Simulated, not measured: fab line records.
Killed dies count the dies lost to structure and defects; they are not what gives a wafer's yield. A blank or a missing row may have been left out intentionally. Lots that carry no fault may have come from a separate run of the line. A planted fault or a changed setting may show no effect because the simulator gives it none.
Problem report, 8D (eight disciplines) form, completed by code ; flow sky130 ; the parts of the form that need people (team, actions taken, sign-off) are left out

1. PROBLEM STATEMENT
rotation_deg at SKY_LDD_N_IMPLANT_14 reads a mean of 402.22 degrees on 6 wafers of 2 lots; wafers without a fault read 180.00 degrees with a standard deviation of 0.035. That is +99 or more standard deviations from the usual mean.
First observed at day 19 14:19: wafer L455.1, on implanter-03. Wafers with a number at this step in the record: 36, from 12 lots. Rule for "out" (also "out of limits"): further than 4 standard deviations from the usual mean. The other wafers with a number count as sound.

2. WHAT THIS IS AND IS NOT
question;is;is not
which readings at this step;rotation_deg;-
which lots;L455, L459;L451, L453, L454, L457, L466, L467, L470, L471, L472, L473
which wafers of those lots;all that have a number;-
read on which tools;implanter-03;implanter-01, implanter-02
when;from day 19 14:19;"up to then (9 sound wafers); but 21 sound wafers of L457, L466, L467, L470, L471, L472, L473 came after"

3. THE SUSPECTS, EACH WITH WHAT RULES IT OUT
Counting: any tool at a process step up to the reading is kept as a suspect provided that every lot that is out went through it and no sound lot did after the first of them.
- plasma_asher-03 at SKY_NWELL_STRIP_25 (strips in O2/N2): ruled out as a lasting fault. Sound lots L472, L473 ran on it after its first lot that is out, L455 (day 6 13:55).
- implanter-03 at SKY_LDD_N_IMPLANT_14: kept. All lots that are out passed through it, beginning with L455 at day 19 14:19, and no sound lot followed; its final sound lot before that point was L454 at day 19 06:51. Its own readings are out on those wafers: rotation_deg.
The count leaves implanter-03 at SKY_LDD_N_IMPLANT_14.

4. THE CAUSE (what the simulator had put in)
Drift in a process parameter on implanter-03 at SKY_LDD_N_IMPLANT_14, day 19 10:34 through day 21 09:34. From 180, the setting rotation_deg moved by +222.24. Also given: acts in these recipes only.
The count eliminated every tool but this one.

5. THE EFFECT CHAIN, in route order
Each row: a reading where the mean over the struck wafers with a number is more than 3 standard deviations away from the usual. Scope: only readings with a usual standard deviation given in the record; hours: median across lots of the time from each lot's start at the first step in this table that gives one to its start at this step; sigmas: change in usual standard deviations.
hours;step;reading;usual;on struck wafers;change;sigmas
0;SKY_LDD_N_IMPLANT_14;rotation_deg;180.00 degrees;402.22;+222.22;+99 or more
The process steps in it:
- SKY_LDD_N_IMPLANT_14

6. HOW IT WOULD HAVE BEEN CAUGHT EARLIER
In this record the first reading out of limits was taken at day 19 14:19, 4 hours after the fault began at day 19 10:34.
